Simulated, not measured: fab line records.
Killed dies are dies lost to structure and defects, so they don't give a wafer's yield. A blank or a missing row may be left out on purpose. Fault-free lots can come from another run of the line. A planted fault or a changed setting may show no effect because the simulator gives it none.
What tool caused it? | flow gf180mcu | 12 lots, 36 wafers sampled, at 2 steps of a route of 602

== WHAT THE GAUGES SHOWED, per wafer ==
GF_M2_THK_MEAS_06: measures by xrf.
lot  | measured     | on           | M2_ALCU_THK (nm)
L109 | day 19 09:21 | filmMetro-01 | 448 446 444
L110 | day 19 18:50 | filmMetro-04 | 451 443 442
L113 | day 20 22:52 | filmMetro-04 | 445 450 452
L116 | day 22 08:56 | filmMetro-01 | 446 438 446
L118 | day 23 00:01 | filmMetro-02 | 458 450 459
L119 | day 23 06:37 | filmMetro-01 | 451 453 445
L121 | day 24 02:19 | filmMetro-01 | 445 439 447
L123 | day 24 10:56 | filmMetro-01 | 444 444 442
L124 | day 24 19:26 | filmMetro-04 | 442 445 437
L125 | day 25 00:10 | filmMetro-02 | 447 447 446
L126 | day 25 07:08 | filmMetro-01 | 444 446 441
L129 | day 26 07:19 | filmMetro-04 | 446 448 440

== EACH LOT AND THE TOOL THAT RAN IT (in order: tool; ch and the chambers of the sampled wafers; start) ==
lot  | GF_V1_CMP_26
L109 | cmp-01 ch 1,2, day 19 08:44
L110 | cmp-02 ch 0,2,3, day 19 18:16
L113 | cmp-01 ch 2,3, day 20 22:13
L116 | cmp-02 ch 0,1, day 22 08:16
L118 | cmp-01 ch 1,2,3, day 22 23:22
L119 | cmp-01 ch 2,3, day 23 06:00
L121 | cmp-01 ch 0,3, day 24 01:42
L123 | cmp-02 ch 0,3, day 24 10:15
L124 | cmp-01 ch 2,3, day 24 18:50
L125 | cmp-02 ch 0,2,3, day 24 23:32
L126 | cmp-01 ch 0,2, day 25 06:29
L129 | cmp-02 ch 1,2, day 26 06:39
- GF_V1_CMP_26: polishes, stops on SiO2, t overpolish 15 s, target thk 0 nm.

== AS READ BY THE TOOLS THEMSELVES (means over the sampled wafers that have a number; for cases with no such wafer, the mark the record gives instead) ==
GF_V1_CMP_26.
lot  | tool   | headPressurePsi (psi) | motorCurrentA (A) | overpolishRunS (s) | timeToEndpointS (s)
L109 | cmp-01 | 3.495                 | 11.0              | 15.003             | 90
L110 | cmp-02 | 3.507                 | 13.4              | 15.004             | 85
L113 | cmp-01 | 3.498                 | 11.0              | 14.998             | 90
L116 | cmp-02 | 3.496                 | 13.5              | 15.007             | 84
L118 | cmp-01 | 3.497                 | 10.7              | 14.994             | 86
L119 | cmp-01 | 3.501                 | 10.7              | 14.997             | 88
L121 | cmp-01 | 3.494                 | 10.9              | 15.010             | 84
L123 | cmp-02 | 3.505                 | 14.4              | 14.994             | 88
L124 | cmp-01 | 3.492                 | 11.1              | 14.998             | 89
L125 | cmp-02 | 3.498                 | 13.9              | 15.002             | 87
L126 | cmp-01 | 3.502                 | 11.6              | 15.006             | 84
L129 | cmp-02 | 3.503                 | 12.5              | 14.996             | 87

== THE ANSWER, worked out from the rows above alone ==
Rule: the usual values come from the lots themselves. Put in order of their means at a reading, lots are off if they are a third of the lots or fewer, leave a main group of 4 or more, and stand apart from it by a gap of 3 or more times the standard deviation of the main group's means; of several such gaps the widest counts. If all means in a main group match to the digits the tables above print for the reading, that group is not used. A lot without any number at a reading at which 4 lots or more have one is off too. Where the step has rows for the other lots, those lots are counted as sound. First the gauges in route order, then the tools' own readings, where a lot's mean is used as printed above. At the first step where some lot is off, the reading lying furthest off is the one used; lots without a number count as furthest.
No lot is off at any reading shown: from this, nothing can be told.

== WHAT HAD BEEN PUT IN BY THE SIMULATOR ==
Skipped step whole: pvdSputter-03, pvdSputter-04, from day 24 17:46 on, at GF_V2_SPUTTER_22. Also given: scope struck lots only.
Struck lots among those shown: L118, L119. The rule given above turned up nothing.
